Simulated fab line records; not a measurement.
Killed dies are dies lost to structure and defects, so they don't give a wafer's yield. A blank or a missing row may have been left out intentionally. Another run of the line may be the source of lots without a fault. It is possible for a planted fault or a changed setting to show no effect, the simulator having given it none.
Comparing a struck lot with a sound one / flow sky130 / 15 out of 708 route steps
Sound: these wafers, L269.1, L269.3, L269.5. Struck: wafer L277.3 (L277.4, L277.6, from the same lot, were not struck and are left out); the cause is given at the end.
Per side, at each step with rows, come the tool, then ch with its chambers, and then its first start. Under that, the readings that differ: sound wafers / struck wafers / difference of the means / sigmas: that difference in standard deviations of wafers without a fault.
alike: words and numbers the same on both sides, and readings whose means are apart by under 2 such deviations; not compared: readings that were withheld, readings missing a value for some wafer, numbers with overlapping values and no deviation given by the record, and bounds like >300 which may hide the same value.
A row with sigmas, a row that says differs or no value, or rows on one side alone: a step with any of these is where the two part. Numbers that don't overlap but have no deviation are shown without sigmas and don't part them. Lack of a reading on every wafer of one side parts them only where that side has two or more wafers.

SKY_VIA3_STRIP_16: strips in O2/N2.
  sound on plasma-asher-04 ch 0,1, day 40 04:04; struck on plasma-asher-04 ch 1, day 42 07:08
reading=strip-time-to-endpoint-s (s); sound=4.120 4.172 4.071; struck=4.178; difference=+0.057; sigmas=+2
  alike: drypump-motor-current-A, oes-product-au
  not compared: rf-hours-counter-h
then, 3 steps without rows for these wafers: SKY_VIA3_STRIP_17 (strips in post etch residue remover, time 1200 s); SKY_VIA3_CLEAN_18 (cleans in IPA, time 180 s); SKY_VIA3_CLEAN_19 (cleans in O3/DIW).
SKY_VIA3_SPUTTER_20: material TiN, target thk 20 nm, time 80 s.
  struck on pvd-sputter-01, day 42 07:43; sound on pvd-sputter-01, day 40 04:40
  alike: throttle-valve-pct
then, 1 step without rows for these wafers: SKY_VIA3_CVD_21 (deposits W, target thk 390 nm, time 117.31 s).
SKY_VIA3_RS_MEAS_22: uses a four-point probe to measure.
  struck on film-metro-03, day 42 07:57; sound on film-metro-01, day 40 04:50
  alike: VIA3_W_RS
SKY_VIA3_THK_MEAS_23: measures by xrf.
  struck on film-metro-03, day 42 08:03; sound on film-metro-01, day 40 04:58
  alike: VIA3_W_THK
SKY_VIA3_CMP_24: polishes, stops on SiO2, t overpolish 20 s, target thk 0 nm.
  sound on cmp-01 ch 1,2, day 40 05:01; struck on cmp-02 ch 1, day 42 08:08
  alike: motor-current-A, overpolish-run-s, time-to-endpoint-s
then, 1 step without rows for these wafers: SKY_METAL4_SPUTTER_00 (material Ti, target thk 15 nm, time 10 s).
SKY_METAL4_SPUTTER_01: material TiN, target thk 20 nm, time 16.7 s.
  struck on pvd-sputter-02, day 42 08:25; sound on pvd-sputter-02, day 40 05:21
  alike: throttle-valve-pct
then, 1 step without rows for these wafers: SKY_METAL4_SPUTTER_02 (material AlCu, target thk 735 nm, time 39.1 s).
SKY_METAL4_SPUTTER_03: material Ti, target thk 5 nm, time 3.3 s.
  struck on pvd-sputter-02, day 42 08:28; sound on pvd-sputter-02, day 40 05:25
reading=model.Ti_of_METAL4_SPUTTER_03.thk-nm (nm); sound=4.815 4.859 4.863; struck=2.334; difference=-2.512; sigmas=
  alike: throttle-valve-pct
SKY_METAL4_SPUTTER_04: material TiN, target thk 70 nm, time 58.3 s.
  struck on pvd-sputter-02, day 42 08:29; sound on pvd-sputter-02, day 40 05:26
  alike: throttle-valve-pct
-- the record jumps here: 6 days lie between the struck wafers' starts before and after (it left off in module METAL4 and takes up again in module PAD_OPEN, whose first step shown is number 708 of the route) --
SKY_PAD_OPEN_PROBE_99:
  the record has rows for the struck wafers here (prober-01, day 48 01:46) and none for the sound ones

## WHERE THEY PART
Last at SKY_PAD_OPEN_PROBE_99 as far as this record goes, first at SKY_VIA3_STRIP_16.

WHY: what had been put in by the simulator
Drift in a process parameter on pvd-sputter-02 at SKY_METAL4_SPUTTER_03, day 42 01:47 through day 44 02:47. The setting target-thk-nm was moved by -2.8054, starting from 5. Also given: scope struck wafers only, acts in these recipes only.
